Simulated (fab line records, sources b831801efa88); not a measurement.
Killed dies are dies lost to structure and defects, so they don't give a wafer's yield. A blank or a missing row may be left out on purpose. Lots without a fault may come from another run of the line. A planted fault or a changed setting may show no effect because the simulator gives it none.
fab line records | flow sky130
record lots=11 wafers=33 last_day=50
route steps=708 shown VT_ADJUST_LVTN@117 SONOS_ONO@185 POLY_GATE@235 LDD_N@248
lots that met no fault: from a run of the same line without faults
start_h: hours from the record's first day to the start of the lot's first wafer shown | wait_h: hours since the lot's step before | " the same as in the row above | L1.1+2: a row that stands for several wafers | - no value, or no start given | * or withheld: withheld | < > ~ a bound
route shown NAME@n: a module of which the file shows steps, and the number in the route of the first | usual: mean/standard deviation of fault-free wafers | same: alike in all rows | chamber/n: place in a boat | sites: the reading at each site | _std_site: their standard deviation | _edge_site: outer sites' mean less inner sites' | radius_mm: how far each site lies from the wafer's centre | mask NAME#n: copy n | behind: the tool/chamber that last shaped the wafer | hold: why the lot was held/for how many hours/how that ended | device: the transistor (n, p or np) that didn't switch | end of line: the same wafers' tests at the end of the route | a step without rows: its recipe alone | killed: dies lost to structure and defects at the first sort, not the wafer's yield | map: a wafer's dies, x killed, . not, _ none there
set.NAME: the setting as run; set.NAME@STEP: as run at that earlier step | model.NAME: the simulator's own value behind a step, which no gauge read
steps of the route over a sample of lots; a table a step, a row a wafer
services: from which hour (start_h, from the record's first day; less than 0 if before it) a tool's chamber was out of use, for how many hours, and why
## steps
# step SKY_VT_ADJUST_LVTN_STRIP_20
# recipe chemistry=O2/N2 power_w=1400 pressure_mtorr=1500 platen_temp_c=withheld o2_flow_sccm=3000 n2_flow_sccm=300 overash_fraction=0.5
# usual drypump_motor_current_A=5.7/0.58 oes_product_au=0.715/0.0048 strip_time_to_endpoint_s=14.21/0.043
# same overash_fraction=0.5
# columns lot.wafer tool chamber start_h wait_h drypump_motor_current_A oes_product_au rf_hours_counter_h strip_time_to_endpoint_s
L399.1 plasma_asher-04 1 160.71 0.1 5.5 0.727 35 14.21
L399.3 " 0 " " 6.4 0.718 - 14.22
L399.5 " 1 " " 5.5 0.713 - 14.25
L403.2 plasma_asher-01 0 185.99 0.1 4.9 0.714 50 14.23
L403.3 " 1 " " 6.4 0.723 - 14.25
L403.4 " 0 " " 4.9 0.717 - 14.28
L404.3 plasma_asher-01 0 190.52 0.1 5.0 0.717 - 14.23
L404.4 " 1 " " 6.3 0.724 - 14.25
L404.6 " 0 " " 5.0 0.717 - 14.21
L405.2 plasma_asher-01 0 200.16 0.1 5.0 0.722 52 14.25
L405.4 " 1 " " 6.4 0.716 - 14.23
L405.6 " 0 " " 4.9 0.716 - 14.23
L406.2 plasma_asher-03 1 207.62 0.1 5.8 0.711 53 14.30
L406.5 " 0 " " 5.6 0.708 - 14.23
L406.6 " 1 " " 5.8 0.715 - 14.27
L417.1 plasma_asher-01 0 290.59 0.1 4.9 0.719 61 14.20
L417.4 " 1 " " 6.3 0.723 - 14.19
L417.6 " 0 " " 5.0 0.713 - 14.23
L416.2 plasma_asher-04 1 291.22 0.1 5.5 0.712 47 14.25
L416.3 " 1 " " 5.5 0.713 - 14.24
L416.5 " 1 " " 5.5 0.716 - 14.25
L418.1 plasma_asher-04 0 299.16 0.1 6.4 0.720 48 14.15
L418.4 " 1 " " 5.5 0.713 - 14.14
L418.6 " 1 " " 5.5 0.710 - 14.17
L419.1 plasma_asher-01 0 299.46 0.1 4.9 0.712 62 14.24
L419.3 " 1 " " 6.4 0.718 - 14.18
L419.5 " 1 " " 6.4 0.712 - 14.19
L420.2 plasma_asher-01 1 305.07 0.1 6.4 0.707 63 14.19
L420.4 " 1 " " 6.3 0.716 - 14.14
L420.5 " 0 " " 5.0 0.716 - 14.14
L422.1 plasma_asher-03 1 314.09 0.1 5.8 0.712 63 14.17
L422.2 " 0 " " 5.6 0.712 63 14.16
L422.3 " 0 " " 5.6 0.719 - 14.14
# step SKY_SONOS_ONO_STRIP_17
# recipe chemistry=O2/N2 power_w=1400 pressure_mtorr=1500 platen_temp_c=withheld o2_flow_sccm=3000 n2_flow_sccm=300 overash_fraction=0.5
# usual drypump_motor_current_A=5.8/0.5 oes_product_au=0.711/0.0042 strip_time_to_endpoint_s=14.10/0.034
# same overash_fraction=0.5
# columns lot.wafer tool chamber start_h wait_h drypump_motor_current_A oes_product_au rf_hours_counter_h strip_time_to_endpoint_s
L399.1 plasma_asher-03 1 278.21 0.0 5.9 0.717 59 14.12
L399.3 " 0 " " 5.6 0.709 - 14.11
L399.5 " 1 " " 5.9 0.705 - 14.11
L403.2 plasma_asher-04 0 332.71 0.0 6.4 0.704 49 14.12
L403.3 " 0 " " 6.4 0.707 - 14.11
L403.4 " 1 " " 5.5 0.710 - 14.10
L405.2 plasma_asher-01 0 333.79 0.0 4.9 0.709 66 14.14
L405.4 " 0 " " 5.0 0.714 - 14.14
L405.6 " 0 " " 4.9 0.711 - 14.13
L404.3 plasma_asher-04 1 333.84 0.0 5.5 0.707 - 14.10
L404.4 " 0 " " 6.4 0.715 - 14.15
L404.6 " 0 " " 6.4 0.709 - 14.12
L406.2 plasma_asher-03 1 334.10 0.0 5.8 0.711 65 14.12
L406.5 " 0 " " 5.6 0.706 - 14.07
L406.6 " 1 " " 5.8 0.714 - 14.13
L417.1 plasma_asher-01 1 433.71 0.0 6.3 0.707 0 14.02
L417.4 " 1 " " 6.3 0.715 - 14.05
L417.6 " 1 " " 6.4 0.708 - 14.07
L416.2 plasma_asher-01 0 435.09 0.0 4.9 0.718 1 14.12
L416.3 " 1 " " 6.3 0.712 - 14.10
L416.5 " 1 " " 6.3 0.709 - 14.14
L419.1 plasma_asher-01 0 446.86 0.0 5.0 0.710 2 14.09
L419.3 " 0 " " 5.0 0.695 - 14.06
L419.5 " 0 " " 5.0 0.713 - 14.08
L418.1 plasma_asher-04 1 447.21 0.0 5.4 0.715 61 14.08
L418.4 " 0 " " 6.4 0.706 - 14.07
L418.6 " 1 " " 5.5 0.716 - 14.10
L420.2 plasma_asher-03 0 449.86 0.0 5.7 0.715 76 14.12
L420.4 " 1 " " 5.8 0.714 - 14.14
L420.5 " 1 " " 5.8 0.707 - 14.07
L422.1 plasma_asher-04 1 466.34 0.0 5.5 0.709 63 14.13
L422.2 " 0 " " 6.4 0.713 63 14.07
L422.3 " 0 " " 6.4 0.710 - 14.10
# step SKY_POLY_GATE_THK_MEAS_21
# recipe reads=SiO2_of_POLY_GATE_OXIDATION_20
# usual POLY_GATE_OXIDATION_THK=4.03/0.078
# columns lot.wafer tool chamber start_h wait_h POLY_GATE_OXIDATION_THK[nm]
L399.1 film_metro-01 - 359.97 0.0 3.99
L399.3 " - " " 3.94
L399.5 " - " " 3.98
L403.2 film_metro-02 - 429.04 0.1 3.98
L403.3 " - " " 4.05
L403.4 " - " " 3.90
L405.2 film_metro-03 - 432.91 0.0 4.08
L405.4 " - " " 4.13
L405.6 " - " " 4.03
L406.2 film_metro-02 - 432.91 0.0 4.00
L406.5 " - " " 4.01
L406.6 " - " " 3.93
L404.3 film_metro-01 - 432.92 0.0 3.90
L404.4 " - " " 4.02
L404.6 " - " " 4.03
L417.1 film_metro-02 - 535.34 0.0 4.09
L417.4 " - " " 4.05
L417.6 " - " " 4.06
L416.2 film_metro-03 - 539.16 0.0 3.95
L416.3 " - " " 3.95
L416.5 " - " " 4.05
L419.1 film_metro-03 - 545.90 0.0 4.03
L419.3 " - " " 4.12
L419.5 " - " " 4.17
L418.1 film_metro-01 - 548.12 0.0 4.10
L418.4 " - " " 4.07
L418.6 " - " " 4.05
L420.2 film_metro-01 - 549.93 0.0 3.99
L420.4 " - " " 4.14
L420.5 " - " " 4.03
L422.1 film_metro-01 - 565.82 0.0 3.97
L422.2 " - " " 4.06
L422.3 " - " " 3.97
# step SKY_LDD_N_IMPLANT_11
# recipe species=As energy_kev=20 dose_cm2=7.5e+13 tilt_deg=withheld rotation_deg=293
# usual beam_on_s=9.99/0.19 dose_ions_cm2=7.499e+13/8.7e+10 faraday_current_uA=423/7.9
# columns lot.wafer tool chamber start_h wait_h beam_on_s dose_ions_cm2 faraday_current_uA
L399.1 implanter-03 0 388.98 0.1 10.24 7.498e+13 413
L399.3 " 0 " " 10.40 7.513e+13 405
L399.5 " 0 " " 9.89 7.507e+13 427
L403.2 implanter-04 0 460.71 0.1 9.54 7.504e+13 441
L403.3 " 0 " " 10.12 7.502e+13 416
L403.4 " 0 " " 9.88 7.5e+13 428
L405.2 implanter-01 0 463.96 0.1 9.83 7.503e+13 429
L405.4 " 0 " " 10.22 7.503e+13 414
L405.6 " 0 " " 10.24 7.509e+13 414
L404.3 implanter-04 0 464.09 0.1 9.88 7.494e+13 429
L404.4 " 0 " " 9.91 7.503e+13 429
L404.6 " 0 " " 10.33 7.502e+13 409
L406.2 implanter-03 0 464.26 0.1 9.77 7.499e+13 432
L406.5 " 0 " " 10.01 7.499e+13 423
L406.6 " 0 " " 9.94 7.509e+13 428
L417.1 implanter-01 0 565.11 0.1 10.02 7.502e+13 423
L417.4 " 0 " " 9.98 7.5e+13 425
L417.6 " 0 " " 10.02 7.49e+13 423
L416.2 implanter-04 0 569.74 0.2 57.42 4.4442e+14 437
L416.3 " 0 " " 58.14 4.4436e+14 430
L416.5 " 0 " " 57.88 4.4436e+14 432
L419.1 implanter-04 0 575.69 0.1 58.17 4.4431e+14 431
L419.3 " 0 " " 57.47 4.4428e+14 435
L419.5 " 0 " " 57.14 4.4438e+14 440
L418.1 implanter-04 0 577.36 0.1 58.51 4.4438e+14 429
L418.4 " 0 " " 57.23 4.4442e+14 439
L418.6 " 0 " " 56.22 4.4445e+14 446
L420.2 implanter-01 0 579.15 0.1 9.75 7.491e+13 433
L420.4 " 0 " " 10.09 7.497e+13 419
L420.5 " 0 " " 9.92 7.501e+13 427
L422.1 implanter-01 0 594.94 0.1 9.73 7.487e+13 433
L422.2 " 0 " " 10.05 7.483e+13 422
L422.3 " 0 " " 10.41 7.506e+13 407
# step SKY_LDD_N_STRIP_16
# recipe chemistry=O2/N2 power_w=1400 pressure_mtorr=1500 platen_temp_c=withheld o2_flow_sccm=3000 n2_flow_sccm=300 overash_fraction=0.5
# usual drypump_motor_current_A=5.8/0.44 oes_product_au=0.406/0.0048 strip_time_to_endpoint_s=4.315/0.015
# same overash_fraction=0.5
# columns lot.wafer tool chamber start_h wait_h drypump_motor_current_A oes_product_au rf_hours_counter_h strip_time_to_endpoint_s
L399.1 plasma_asher-04 0 389.73 0.1 6.4 0.401 55 4.283
L399.3 " 0 " " 6.4 0.413 - 4.300
L399.5 " 1 " " 5.4 0.402 - 4.283
L403.2 plasma_asher-01 1 461.43 0.1 6.4 0.406 3 4.336
L403.3 " 0 " " 5.0 0.408 - 4.326
L403.4 " 1 " " 6.4 0.405 - 4.315
L405.2 plasma_asher-03 1 464.68 0.1 5.8 0.411 77 4.317
L405.4 " 0 " " 5.6 0.408 - 4.296
L405.6 " 0 " " 5.6 0.405 - 4.306
L404.3 plasma_asher-04 0 464.82 0.1 6.4 0.406 - 4.333
L404.4 " 1 " " 5.5 0.414 - 4.299
L404.6 " 1 " " 5.5 0.398 - 4.299
L406.2 plasma_asher-03 0 464.98 0.1 5.6 0.401 77 4.317
L406.5 " 1 " " 5.9 0.412 - 4.335
L406.6 " 0 " " 5.6 0.409 - 4.335
L417.1 plasma_asher-01 1 565.86 0.1 6.4 0.404 13 4.321
L417.4 " 0 " " 4.9 0.403 - 4.305
L417.6 " 1 " " 6.3 0.400 - 4.330
L416.2 plasma_asher-04 1 571.19 0.2 5.4 0.405 75 5.210
L416.3 " 0 " " 6.4 0.407 - 5.216
L416.5 " 1 " " 5.5 0.411 - 5.236
L419.1 plasma_asher-04 0 576.44 0.1 6.4 0.410 75 5.199
L419.3 " 0 " " 6.4 0.405 - 5.218
L419.5 " 1 " " 5.5 0.405 - 5.196
L418.1 plasma_asher-03 1 578.11 0.1 5.8 0.406 90 5.231
L418.4 " 0 " " 5.5 0.411 - 5.193
L418.6 " 0 " " 5.5 0.401 - 5.209
L420.2 plasma_asher-04 0 579.88 0.1 6.4 0.404 76 4.342
L420.4 " 1 " " 5.5 0.407 - 4.344
L420.5 " 1 " " 5.5 0.407 - 4.312
L422.1 plasma_asher-03 0 595.69 0.1 5.6 0.407 93 4.317
L422.2 " 1 " " 5.8 0.408 93 4.319
L422.3 " 1 " " 5.8 0.407 - 4.320
# step SKY_LDD_N_TW_MEAS_17
# usual LDD_N_TW=2594/33
# columns lot.wafer tool chamber start_h wait_h LDD_N_TW
L399.1 film_metro-01 - 389.83 0.1 2590
L399.3 " - " " 2599
L399.5 " - " " 2599
L403.2 film_metro-04 - 461.54 0.1 2529
L403.3 " - " " 2537
L403.4 " - " " 2530
L405.2 film_metro-02 - 464.79 0.1 2604
L405.4 " - " " 2592
L405.6 " - " " 2596
L404.3 film_metro-04 - 464.91 0.1 2535
L404.4 " - " " 2535
L404.6 " - " " 2550
L406.2 film_metro-02 - 465.09 0.1 2596
L406.5 " - " " 2592
L406.6 " - " " 2581
L417.1 film_metro-02 - 565.96 0.1 2618
L417.4 " - " " 2631
L417.6 " - " " 2629
L416.2 film_metro-01 - 571.30 0.1 2931
L416.3 " - " " 2940
L416.5 " - " " 2937
L419.1 film_metro-04 - 576.54 0.1 2875
L419.3 " - " " 2877
L419.5 " - " " 2885
L418.1 film_metro-02 - 578.21 0.1 3001
L418.4 " - " " 2974
L418.6 " - " " 2974
L420.2 film_metro-01 - 579.99 0.1 2594
L420.4 " - " " 2592
L420.5 " - " " 2600
L422.1 film_metro-04 - 595.79 0.1 2542
L422.2 " - " " 2536
L422.3 " - " " 2556
## services
# columns tool chamber start_h hours kind
implanter-03 - 147.65 37.8 pm
implanter-04 - 173.25 3.4 repair
implanter-04 - 199.41 4.5 repair
plasma_asher-03 - 230.29 2.3 repair
implanter-01 - 236.72 6.0 pm
implanter-03 - 250.23 1.3 repair
plasma_asher-03 - 258.05 1.7 repair
implanter-04 - 260.05 4.1 pm
plasma_asher-04 - 311.37 15.6 pm
implanter-01 - 325.81 1.2 repair
implanter-04 - 352.78 5.4 repair
implanter-03 - 362.13 0.9 repair
plasma_asher-04 - 365.08 2.8 pm
implanter-01 - 385.37 2.5 pm
plasma_asher-01 - 412.23 2.9 repair
plasma_asher-01 - 421.25 9.0 pm
plasma_asher-01 0 421.25 9.0 vent_cycle
plasma_asher-01 1 421.25 9.0 vent_cycle
plasma_asher-03 - 433.44 14.6 pm
implanter-03 - 474.22 3.8 pm
implanter-03 - 478.00 6.6 pm
plasma_asher-01 - 539.19 16.0 pm
plasma_asher-01 - 576.01 14.6 pm
implanter-04 - 593.25 0.5 repair
## key
first_sign step=SKY_LDD_N_IMPLANT_11 reading=dose_ions_cm2 direction=up sigmas=99+ usual=* struck=*
effect step=SKY_LDD_N_IMPLANT_11 reading=beam_on_s direction=up sigmas=99+ usual=9.99 struck=57.58
effect step=SKY_LDD_N_STRIP_16 reading=strip_time_to_endpoint_s direction=up sigmas=60 usual=* struck=*
effect step=SKY_LDD_N_TW_MEAS_17 reading=LDD_N_TW direction=up sigmas=10 usual=2594 struck=2933
met_at SKY_LDD_N_IMPLANT_11
struck_lots L416,L418,L419
tester_left_out L416,L418,L419
not_acting_at SKY_VT_ADJUST_LVTN_STRIP_20,SKY_SONOS_ONO_STRIP_17,SKY_POLY_GATE_THK_MEAS_21
onset_between 464.09 569.74
fault kind=process_parameter_drift tool=implanter-04 chamber=- onset_h=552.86 steps=SKY_LDD_N_IMPLANT_11 channel=dose_cm2 offset=* shape=step end_h=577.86 acts_in=* stated=*
# tester_left_out: of these lots the tester's yield and bins aren't shown, on N5 and GAA mostly nor the transistor test; their killed dies are dies lost to structure and defects alone, not to doping, threshold or leakage, so they don't give the yield
